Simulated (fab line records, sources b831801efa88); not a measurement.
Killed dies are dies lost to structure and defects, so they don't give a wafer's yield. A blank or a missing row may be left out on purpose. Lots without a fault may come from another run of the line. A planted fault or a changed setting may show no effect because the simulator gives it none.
Which tool did it? | flow sky130 | 7 lots, 21 wafers sampled, at 3 steps of a route of 708

WHAT THE GAUGES READ, wafer by wafer
SKY_METAL2_CD_MEAS_15: target cd 140 nm.
lot  | measured     | on        | cd_nm (nm)
L639 | day 35 06:48 | cd_sem-02 | 138.4 138.1 139.4
L642 | day 36 06:10 | cd_sem-02 | 141.2 141.2 140.8
L648 | day 38 13:46 | cd_sem-01 | 140.2 139.8 139.7
L652 | day 39 12:50 | cd_sem-01 | 140.5 140.2 140.1
L654 | day 40 04:02 | cd_sem-01 | 141.8 142.1 142.7
L658 | day 41 04:04 | cd_sem-02 | 138.7 141.4 140.3
L661 | day 42 01:43 | cd_sem-02 | 138.4 137.9 138.8

WHICH TOOL RAN EACH LOT (tool, then ch and the chambers of the sampled wafers, then the start)
lot  | SKY_VIA1_CMP_24               | SKY_METAL2_SPUTTER_00
L639 | cmp-02 ch 0,2,3, day 34 03:52 | pvd_sputter-02, day 34 04:10
L642 | cmp-01 ch 0,2, day 35 03:39   | pvd_sputter-04, day 35 03:57
L648 | cmp-01 ch 0,1,3, day 37 11:02 | pvd_sputter-02, day 37 11:20
L652 | cmp-02 ch 0,3, day 38 12:05   | pvd_sputter-02, day 38 12:23
L654 | cmp-01 ch 0,2,3, day 39 02:29 | pvd_sputter-03, day 39 02:44
L658 | cmp-02 ch 0,2,3, day 40 03:57 | pvd_sputter-04, day 40 04:12
L661 | cmp-02 ch 1,3, day 41 01:10   | pvd_sputter-03, day 41 01:25
- SKY_VIA1_CMP_24: polishes, stops on SiO2, t overpolish 15 s, target thk 0 nm.
- SKY_METAL2_SPUTTER_00: material Ti, target thk 15 nm, time 10 s.

THE ANSWER, worked out from the rows above alone
Rule: what is usual is taken from the lots themselves. Put in order of their means at a reading, lots are off if they are a third of the lots or fewer, leave a main group of 4 or more, and stand apart from it by a gap of 3 or more times the standard deviation of the main group's means; of several such gaps the widest counts. A main group whose means are all the same, to the digits that the tables above print for the reading, isn't used. A lot without any number at a reading at which 4 lots or more have one is off too. The other lots that the step has rows for count as sound.
No lot is off at any reading shown: from this, nothing can be told.

WHAT THE SIMULATOR HAD PUT IN
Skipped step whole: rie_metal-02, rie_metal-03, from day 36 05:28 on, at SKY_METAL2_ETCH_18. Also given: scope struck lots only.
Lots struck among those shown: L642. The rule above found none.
